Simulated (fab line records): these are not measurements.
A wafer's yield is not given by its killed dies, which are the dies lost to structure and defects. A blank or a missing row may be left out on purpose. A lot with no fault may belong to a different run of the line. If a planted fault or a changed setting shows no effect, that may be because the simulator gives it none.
Chamber matching || flow gf180mcu || 3 sister chambers for GF_V5_CMP_04 on cmp-02
The step polishes SiO2. 6 wafers are shown with their chamber, then 8 later ones without.

== WAFERS WITH THEIR CHAMBER ==
{"wafer": "L604.1", "chamber": 3, "motor current A (A)": 12.6, "platen rpm (rpm)": 59.99}
{"wafer": "L608.4", "chamber": 3, "motor current A (A)": 12.9, "platen rpm (rpm)": 59.93}
{"wafer": "L608.6", "chamber": 0, "motor current A (A)": 10.5, "platen rpm (rpm)": 59.94}
{"wafer": "L609.3", "chamber": 2, "motor current A (A)": 12.1, "platen rpm (rpm)": 59.99}
{"wafer": "L609.4", "chamber": 0, "motor current A (A)": 10.5, "platen rpm (rpm)": 60.09}
{"wafer": "L609.5", "chamber": 2, "motor current A (A)": 12.3, "platen rpm (rpm)": 60.00}

== WAFERS WHOSE CHAMBER IS MISSING ==
{"wafer": "L610.1", "motor current A (A)": 10.5, "platen rpm (rpm)": 60.01}
{"wafer": "L610.5", "motor current A (A)": 11.9, "platen rpm (rpm)": 59.97}
{"wafer": "L611.4", "motor current A (A)": 10.8, "platen rpm (rpm)": 60.01}
{"wafer": "L611.5", "motor current A (A)": 11.1, "platen rpm (rpm)": 60.02}
{"wafer": "L611.6", "motor current A (A)": 12.9, "platen rpm (rpm)": 59.98}
{"wafer": "L614.2", "motor current A (A)": 12.7, "platen rpm (rpm)": 59.96}
{"wafer": "L614.4", "motor current A (A)": 10.6, "platen rpm (rpm)": 60.05}
{"wafer": "L614.6", "motor current A (A)": 13.3, "platen rpm (rpm)": 60.00}

== EACH ONE'S CHAMBER ==
{"wafer": "L610.1", "from the rows above": 0, "in truth": 0}
{"wafer": "L610.5", "from the rows above": 2, "in truth": 2}
{"wafer": "L611.4", "from the rows above": 0, "in truth": 0}
{"wafer": "L611.5", "from the rows above": 0, "in truth": 0}
{"wafer": "L611.6", "from the rows above": 3, "in truth": 3}
{"wafer": "L614.2", "from the rows above": 3, "in truth": 3}
{"wafer": "L614.4", "from the rows above": 0, "in truth": 0}
{"wafer": "L614.6", "from the rows above": 3, "in truth": 3}
Correctly placed: 8 of 8. Left unplaced by these rows: 0. Number placed wrongly: 0.
How it was worked out, from the rows above alone: a wafer's distance from a chamber is the root of the sum, over the readings, of the square of ((its reading less the chamber's mean) divided by the reading's scatter). The wafer belongs to the nearest chamber; if the next one is less than 2 further off, it can't be placed. Each chamber's mean is taken over the wafers shown for it. The scatter: take each reading less its chamber's mean, square it, sum over the shown wafers, divide by the number of wafers less the number of chambers, and take the root.
